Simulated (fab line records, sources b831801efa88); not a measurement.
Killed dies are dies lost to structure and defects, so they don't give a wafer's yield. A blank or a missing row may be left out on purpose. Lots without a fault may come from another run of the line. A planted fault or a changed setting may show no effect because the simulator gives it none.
A struck lot beside a sound one | flow sky130 | 18 steps out of a route of 708
Sound: wafers L515.1, L515.3, L515.6. Struck: wafers L510.2, L510.3. (L510.4 of the same lot was not struck and is left out.) The cause comes at the end.
At each step with rows: each side's tool, then ch and its chambers, then its first start. Under that, the readings that differ: sound wafers | struck wafers | difference of the means | sigmas: that difference in standard deviations of wafers without a fault.
alike: readings whose means differ by less than 2 such deviations, and words and numbers that are the same on both sides. not compared: withheld readings, readings that some wafer has no value for, bounds like >300 that may hide the same value, and numbers for which the record gives no deviation and whose values overlap.
The two part at a step that has a row with sigmas, a row that says differs or no value, or rows on one side only. Numbers that don't overlap but have no deviation are shown without sigmas and don't part them. A reading that every wafer of one side lacks parts them only if that side has two wafers or more.

first, 2 steps without rows for these wafers: SKY_CONTACT_PEB_12; SKY_CONTACT_DEVELOP_13 (develop time 60 s).
SKY_CONTACT_CD_MEAS_14: target cd 170 nm.
  sound on cd_sem-02, day 36 14:38; struck on cd_sem-02, day 35 05:49
  alike: cd_nm
SKY_CONTACT_OVL_MEAS_15:
  sound on overlay-01, day 36 14:45; struck on overlay-02, day 35 05:56
  alike: CONTACT_OVL
SKY_CONTACT_ETCH_16: etches BARC in N2/H2, stops on SiO2, time 45.9 s, target depth 60 nm.
  sound on rie_diel-04 ch 0,1, day 36 14:47; struck on rie_diel-01 ch 0,2, day 35 05:58
  reading    | sound          | struck      | difference | sigmas
  bias_w (W) | 99.3 99.9 99.5 | 100.5 100.1 | +0.7       | +2
  alike: drypump_motor_current_A, oes_product_au, rf_fwd_power_W, throttle_valve_pct
  not compared: rf_hours_counter_h
SKY_CONTACT_ETCH_17: etches SiO2 in C4F8/O2/Ar, stops on Si3N4, target depth 340 nm.
  sound on rie_diel-04 ch 0,1, day 36 14:49; struck on rie_diel-01 ch 0,2, day 35 06:00
  alike: bias_w, oes_product_au, rf_fwd_power_W
then, 1 step without rows for these wafers: SKY_CONTACT_ETCH_18 (etches Si3N4 in CHF3/O2, stops on TiN, time 39 s, target depth 75 nm).
SKY_CONTACT_STRIP_19: strips in O2/N2.
  sound on plasma_asher-04 ch 0,1, day 36 14:55; struck on plasma_asher-04 ch 0,1, day 35 06:05
  alike: drypump_motor_current_A, oes_product_au, strip_time_to_endpoint_s
  not compared: rf_hours_counter_h
then, 3 steps without rows for these wafers: SKY_CONTACT_STRIP_20 (strips in post etch residue remover, time 1200 s); SKY_CONTACT_CLEAN_21 (cleans in IPA, time 180 s); SKY_CONTACT_CLEAN_22 (cleans in O3/DIW).
SKY_CONTACT_SPUTTER_23: material TiN, target thk 20 nm, time 80 s.
  sound on pvd_sputter-04, day 36 15:33; struck on pvd_sputter-04, day 35 06:41
  alike: throttle_valve_pct
SKY_CONTACT_CVD_24: deposits W, target thk 340 nm, time 102.12 s.
  sound on cvd_w-02 ch 1, day 36 15:37; struck on cvd_w-01 ch 0, day 35 06:45
  reading                               | sound             | struck      | difference | sigmas
  model.W_of_CONTACT_CVD_24.thk_nm (nm) | 334.3 331.9 334.2 | 490.7 489.2 | +156.5     |
  alike: heater_power_w
SKY_CONTACT_RS_MEAS_25: measures by four-point-probe.
  sound on film_metro-01, day 36 15:43; struck on film_metro-04, day 35 07:10
  reading               | sound             | struck      | difference | sigmas
  CONTACT_W_RS (ohm/sq) | 0.344 0.346 0.344 | 0.233 0.234 | -0.111     | -17
  not compared: hold
SKY_CONTACT_THK_MEAS_26: measures by xrf.
  sound on film_metro-01, day 36 15:50; struck on film_metro-04, day 35 10:35
  reading            | sound       | struck  | difference | sigmas
  CONTACT_W_THK (nm) | 334 335 338 | 498 494 | +160       | +22
  not compared: hold
SKY_CONTACT_CMP_27: polishes, stops on SiO2, t overpolish 15 s, target thk 0 nm.
  sound on cmp-01 ch 0,2,3, day 36 15:54; struck on cmp-02 ch 0,1, day 35 13:26
  reading                | sound    | struck                                            | difference                   | sigmas
  hold                   | - - -    | await_dispo/2.6h/release await_dispo/2.6h/release | no value on the sound wafers |
  time_to_endpoint_s (s) | 82 86 82 | 113 115                                           | +31                          | +6
  alike: motor_current_A
SKY_METAL1_SPUTTER_00: material Ti, target thk 15 nm, time 10 s.
  sound on pvd_sputter-03, day 36 16:12; struck on pvd_sputter-03, day 35 13:44
  alike: throttle_valve_pct
-- the record jumps here: 13 days lie between the struck wafers' starts before and after (it left off in module METAL1 and takes up again in module PAD_OPEN, whose first step shown is number 708 of the route) --
SKY_PAD_OPEN_PROBE_99:
  the record has rows for the struck wafers here (prober-02, day 48 14:40) and none for the sound ones

WHERE THEY PART
First at SKY_CONTACT_ETCH_16; last, within this record, at SKY_PAD_OPEN_PROBE_99.

WHY: what the simulator had put in
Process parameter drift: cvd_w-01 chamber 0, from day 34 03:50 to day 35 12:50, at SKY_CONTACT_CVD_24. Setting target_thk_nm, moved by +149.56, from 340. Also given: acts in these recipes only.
